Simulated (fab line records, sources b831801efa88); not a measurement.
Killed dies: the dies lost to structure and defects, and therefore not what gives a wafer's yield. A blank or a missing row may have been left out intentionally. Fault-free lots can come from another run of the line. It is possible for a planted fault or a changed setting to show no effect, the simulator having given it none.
Which tool was responsible? || flow sky130 || 42 wafers from 14 lots sampled at 2 of the route's 708 steps

== WHAT THE GAUGES SHOWED, per wafer ==
SKY_GATE_OXIDE_TW_MEAS_14.
{"lot": "L264", "measured": "day 14 12:01", "on": "film-metro-03", "GATE_OXIDE_TW": "276.2 275.3 275.5 275.3 273.2 276.0"}
{"lot": "L265", "measured": "day 14 21:35", "on": "film-metro-03", "GATE_OXIDE_TW": "224.8 224.3 224.7"}
{"lot": "L266", "measured": "day 15 02:18", "on": "film-metro-02", "GATE_OXIDE_TW": "219.2 222.0 222.2"}
{"lot": "L267", "measured": "day 15 06:09", "on": "film-metro-01", "GATE_OXIDE_TW": "226.5 226.4 225.6"}
{"lot": "L270", "measured": "day 15 23:33", "on": "film-metro-02", "GATE_OXIDE_TW": "270.6 268.6 270.4 268.8 270.9 270.6"}
{"lot": "L276", "measured": "day 18 00:20", "on": "film-metro-03", "GATE_OXIDE_TW": "225.2 224.3 225.5"}
{"lot": "L277", "measured": "day 19 02:16", "on": "film-metro-01", "GATE_OXIDE_TW": "227.2 226.7 227.6"}
{"lot": "L278", "measured": "day 19 03:15", "on": "film-metro-01", "GATE_OXIDE_TW": "228.3 226.6 227.1"}
{"lot": "L279", "measured": "day 19 06:10", "on": "film-metro-03", "GATE_OXIDE_TW": "226.1 224.9 226.4"}
{"lot": "L280", "measured": "day 19 11:46", "on": "film-metro-01", "GATE_OXIDE_TW": "227.7 226.1 226.6"}
{"lot": "L281", "measured": "day 19 16:08", "on": "film-metro-01", "GATE_OXIDE_TW": "228.6 228.9 228.7"}
{"lot": "L282", "measured": "day 20 04:14", "on": "film-metro-01", "GATE_OXIDE_TW": "227.1 227.1 228.0"}
{"lot": "L283", "measured": "day 20 10:47", "on": "film-metro-02", "GATE_OXIDE_TW": "221.3 220.4 220.8"}
{"lot": "L287", "measured": "day 22 12:06", "on": "film-metro-01", "GATE_OXIDE_TW": "224.3 224.4 224.8"}

== WHAT TOOL EACH LOT RAN ON (gives the tool, then ch and the chambers of the sampled wafers, and finally the start) ==
{"lot": "L264", "SKY_GATE_OXIDE_IMPLANT_11": "implanter-04 ch 0, day 14 11:22"}
{"lot": "L265", "SKY_GATE_OXIDE_IMPLANT_11": "implanter-02 ch 0, day 14 21:14"}
{"lot": "L266", "SKY_GATE_OXIDE_IMPLANT_11": "implanter-02 ch 0, day 15 01:56"}
{"lot": "L267", "SKY_GATE_OXIDE_IMPLANT_11": "implanter-04 ch 0, day 15 05:48"}
{"lot": "L270", "SKY_GATE_OXIDE_IMPLANT_11": "implanter-04 ch 0, day 15 22:35"}
{"lot": "L276", "SKY_GATE_OXIDE_IMPLANT_11": "implanter-04 ch 0, day 17 23:53"}
{"lot": "L277", "SKY_GATE_OXIDE_IMPLANT_11": "implanter-04 ch 0, day 19 01:56"}
{"lot": "L278", "SKY_GATE_OXIDE_IMPLANT_11": "implanter-04 ch 0, day 19 02:55"}
{"lot": "L279", "SKY_GATE_OXIDE_IMPLANT_11": "implanter-02 ch 0, day 19 05:50"}
{"lot": "L280", "SKY_GATE_OXIDE_IMPLANT_11": "implanter-04 ch 0, day 19 11:25"}
{"lot": "L281", "SKY_GATE_OXIDE_IMPLANT_11": "implanter-03 ch 0, day 19 15:47"}
{"lot": "L282", "SKY_GATE_OXIDE_IMPLANT_11": "implanter-02 ch 0, day 20 03:53"}
{"lot": "L283", "SKY_GATE_OXIDE_IMPLANT_11": "implanter-03 ch 0, day 20 10:20"}
{"lot": "L287", "SKY_GATE_OXIDE_IMPLANT_11": "implanter-02 ch 0, day 22 11:46"}
- SKY_GATE_OXIDE_IMPLANT_11

== AS READ BY THE TOOLS THEMSELVES (means over the sampled wafers that have a number; for cases with no such wafer, the mark the record gives instead) ==
The record holds no such reading with a usual standard deviation.

== THE ANSWER, worked out from the rows above alone ==
Rule: the usual values come from the lots themselves. The widest of any qualifying gaps counts: lots, ordered by their means at a reading, are off when they make up no more than a third of the lots, leave a main group of 4 or more, and stand apart from it by 3 or more times the standard deviation of that group's means. If all means in a main group match to the digits the tables above print for the reading, that group is not used. A lot without any number at a reading at which 4 lots or more have one is off too. All remaining lots with rows at the step are treated as sound. The gauges are gone through in route order, then the tools' own readings, and for those a lot's mean is taken as printed above. The first step at which some lot is off is used, and at that step the reading that is off furthest; a lot without a number counts as furthest.
Off: at SKY_GATE_OXIDE_TW_MEAS_14 (GATE_OXIDE_TW), L264, L270. Main group: mean 225.5, sd 2.3.
If a tool, at a process step before that reading, ran all the lots that are off and no sound lot after the first of them, it fits. Gauges at SKY_GATE_OXIDE_TW_MEAS_14: tried the same way as those tools. Not one of the candidates tried fits.

== WHAT THE SIMULATOR HAD INSERTED ==
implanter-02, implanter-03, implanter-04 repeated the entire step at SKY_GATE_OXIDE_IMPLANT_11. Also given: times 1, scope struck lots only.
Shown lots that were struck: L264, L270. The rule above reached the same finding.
